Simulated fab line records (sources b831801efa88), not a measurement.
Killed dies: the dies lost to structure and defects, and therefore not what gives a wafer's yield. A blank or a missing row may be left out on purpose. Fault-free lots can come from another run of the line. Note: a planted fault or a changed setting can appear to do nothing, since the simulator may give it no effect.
Comparing a struck lot with a sound one | flow sky130 | 18 out of 708 route steps
Sound: the wafers L541.4, L541.5, L541.6. Struck: wafer L536.4 (L536.2, L536.6, from the same lot, were not struck and are left out); the cause is given at the end.
Each step with rows lists, per side, the tool, then ch with its chambers, then its first start. Under that, the readings that differ: sound wafers | struck wafers | difference of the means | sigmas: that difference in standard deviations of wafers without a fault.
alike: a reading whose means differ by less than 2 such deviations, as well as words and numbers matching on both sides. not compared: withheld readings; readings where some wafer has no value; bounds like >300 that might hide an equal value; numbers whose values overlap and for which the record gives no deviation.
Wherever a step has rows on one side only, a row that says differs or no value, or a row with sigmas, the two part there. Numbers that have no deviation but don't overlap get no sigmas and don't part them. Lack of a reading on every wafer of one side parts them only where that side has two or more wafers.

first, 3 steps without rows for these wafers: SKY_VIA1_EXPOSE_09 (exposes mask VIM, target cd 150 nm); SKY_VIA1_PEB_10; SKY_VIA1_DEVELOP_11 (develop time 60 s).
SKY_VIA1_CD_MEAS_12: the cd target is 150 nm.
  sound on cd-sem-01 at day 39 02:31; struck on cd-sem-01 at day 37 15:17
  alike: cd-nm
SKY_VIA1_OVL_MEAS_13:
  sound on overlay-01 at day 39 02:36; struck on overlay-01 at day 37 15:23
  alike: VIA1_OVL
SKY_VIA1_ETCH_14: etches BARC in N2/H2, stops on SiO2, time 45.9 s, target depth 60 nm.
  sound on rie-diel-01 ch 1,2, day 39 02:37; struck on rie-diel-03 ch 1, day 37 15:25
  reading    | sound              | struck | difference | sigmas
  bias-w (W) | 99.44 100.54 99.32 | 100.43 | +0.66      | +2
  alike: drypump-motor-current-A, oes-product-au, throttle-valve-pct
  not compared: rf-hours-counter-h
SKY_VIA1_ETCH_15: etches SiO2 in C4F8/O2/Ar, stops on TiN, target depth 351 nm, time 54 s.
  sound on rie-diel-01 ch 1,2, day 39 02:40; struck on rie-diel-03 ch 1, day 37 15:28
  alike: bias-w, oes-product-au
  not compared: rf-hours-counter-h
SKY_VIA1_STRIP_16: strips in O2/N2.
  sound on plasma-asher-04 ch 0,1, day 39 02:44; struck on plasma-asher-04 ch 0, day 37 15:30
  reading                      | sound             | struck | difference | sigmas
  strip-time-to-endpoint-s (s) | 4.425 4.433 4.439 | 4.474  | +0.042     | +2
  alike: drypump-motor-current-A, oes-product-au
  not compared: rf-hours-counter-h
then, 3 steps without rows for these wafers: SKY_VIA1_STRIP_17 (strips in post etch residue remover, time 1200 s); SKY_VIA1_CLEAN_18 (cleans in IPA, time 180 s); SKY_VIA1_CLEAN_19 (cleans in O3/DIW).
SKY_VIA1_SPUTTER_20: material TiN, target thk 20 nm, time 80 s.
  sound on pvd-sputter-04 at day 39 03:20; struck on pvd-sputter-04 at day 37 16:06
  alike: throttle-valve-pct
SKY_VIA1_CVD_21: deposits W, target thk 270 nm, time 80.902 s.
  sound on cvd-w-02 ch 0,1, day 39 03:26; struck on cvd-w-01 ch 0, day 37 16:10
  reading                            | sound             | struck | difference | sigmas
  model.W_of_VIA1_CVD_21.thk-nm (nm) | 271.2 266.9 274.5 | 200    | -71        |
  alike: heater-power-w
SKY_VIA1_RS_MEAS_22: a four-point-probe measurement.
  sound on film-metro-01 at day 39 03:33; struck on film-metro-01 at day 37 16:34
  reading            | sound             | struck | difference | sigmas
  VIA1_W_RS (ohm/sq) | 0.425 0.433 0.419 | 0.579  | +0.153     | +37
  not compared: hold
SKY_VIA1_THK_MEAS_23: measures by xrf.
  sound on film-metro-01 at day 39 03:38; struck on film-metro-01 at day 37 19:43
  reading         | sound             | struck | difference | sigmas
  VIA1_W_THK (nm) | 270.3 266.9 273.6 | 197.7  | -72.6      | -24
  not compared: hold
SKY_VIA1_CMP_24: polishes, stops on SiO2, t overpolish 15 s, target thk 0 nm.
  sound on cmp-01 ch 0,1,3, day 39 03:46; struck on cmp-02 ch 2, day 38 00:28
  reading                | sound          | struck                   | difference                   | sigmas
  hold                   | - - -          | await-dispo/4.7h/release | no value on the sound wafers |
  time-to-endpoint-s (s) | 63.5 62.4 62.6 | 50.0                     | -12.8                        | -6
  alike: motor-current-A
SKY_METAL2_SPUTTER_00: material Ti, target thk 15 nm, time 10 s.
  sound on pvd-sputter-03 at day 39 03:58; struck on pvd-sputter-03 at day 38 00:46
  alike: throttle-valve-pct
next, for these wafers, 1 step has no rows: SKY_PAD_OPEN_PROBE_99.

== WHERE THEY PART ==
Last at SKY_VIA1_CMP_24 as far as this record goes, first at SKY_VIA1_ETCH_14. Later steps at which nothing parts them and some readings are alike: SKY_METAL2_SPUTTER_00.

WHY: what had been put in by the simulator
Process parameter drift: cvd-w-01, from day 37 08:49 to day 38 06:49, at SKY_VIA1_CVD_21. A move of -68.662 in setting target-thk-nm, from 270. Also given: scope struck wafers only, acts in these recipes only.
